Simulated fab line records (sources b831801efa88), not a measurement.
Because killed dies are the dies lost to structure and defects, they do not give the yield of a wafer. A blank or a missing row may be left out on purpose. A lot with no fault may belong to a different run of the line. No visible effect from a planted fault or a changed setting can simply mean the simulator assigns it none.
Matching of chambers ; flow gf180mcu ; pecvd-03 running GF_V3_CVD_02: 3 sister chambers
The step deposits SiO2 from TEOS, target thk 850 nm, time 94.851 s. 22 wafers are shown with their chamber, then 11 later ones without.

== WAFERS PAIRED WITH THEIR CHAMBERS ==
wafer;chamber;rf_fwd_power_W (W);heater_power_w (W)
L076.2;1;592.2;545
L076.4;1;591.1;589
L076.5;0;595.6;525
L078.3;2;595.5;705
L078.5;0;592.8;615
L078.6;1;597.2;515
L080.1;1;595.9;642
L080.3;2;595.8;710
L080.6;1;596.8;505
L081.2;2;595.9;591
L081.3;1;595.6;563
L081.6;1;597.0;602
L082.3;0;595.5;552
L082.4;2;596.7;564
L082.6;0;592.7;597
L083.3;1;593.8;604
L083.4;1;592.1;627
L083.5;2;599.5;568
L084.1;0;593.7;652
L084.5;2;598.1;580
L084.6;1;594.2;573
L085.1;2;595.8;685

SIGNATURES (averages over the wafers above)
reading;chamber 0;chamber 1;chamber 2;scatter within a chamber
rf_fwd_power_W;594.060;594.590;596.757;1.87
heater_power_w;588.20;576.50;629.00;54.3
Rule: for a wafer and a chamber, the distance is found by dividing, reading by reading, the gap between the wafer's reading and the chamber's mean by the reading's scatter, squaring, summing and taking the root. The wafer belongs to the nearest chamber; if the next one is less than 2 further off, it can't be placed. The scatter: the root of (the sum of the squares of (reading less its chamber's mean) over the shown wafers, divided by (wafers less chambers)).

== WAFERS WITHOUT THEIR CHAMBER ==
wafer;rf_fwd_power_W (W);heater_power_w (W)
L085.4;599.2;699
L085.6;596.8;533
L087.2;595.3;717
L087.3;593.6;601
L087.4;594.3;497
L093.1;593.1;645
L093.4;594.5;498
L093.5;599.0;571
L096.3;592.6;634
L096.4;595.8;625
L096.6;596.3;687

== WHICH CHAMBER EACH WENT THROUGH ==
wafer;from the rows above;in truth
L085.4;can't be placed: 2 or 1 or 0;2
L085.6;can't be placed: 1 or 2 or 0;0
L087.2;can't be placed: 2 or 0 or 1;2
L087.3;can't be placed: 0 or 1 or 2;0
L087.4;can't be placed: 1 or 0 or 2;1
L093.1;can't be placed: 0 or 1 or 2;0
L093.4;can't be placed: 1 or 0 or 2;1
L093.5;can't be placed: 2 or 1 or 0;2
L096.3;can't be placed: 0 or 1 or 2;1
L096.4;can't be placed: 2 or 1 or 0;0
L096.6;can't be placed: 2 or 0 or 1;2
0 of 11 placed correctly. Unplaceable from these rows: 11, with the true chamber sitting among the candidates in 11. Placed wrongly: 0.
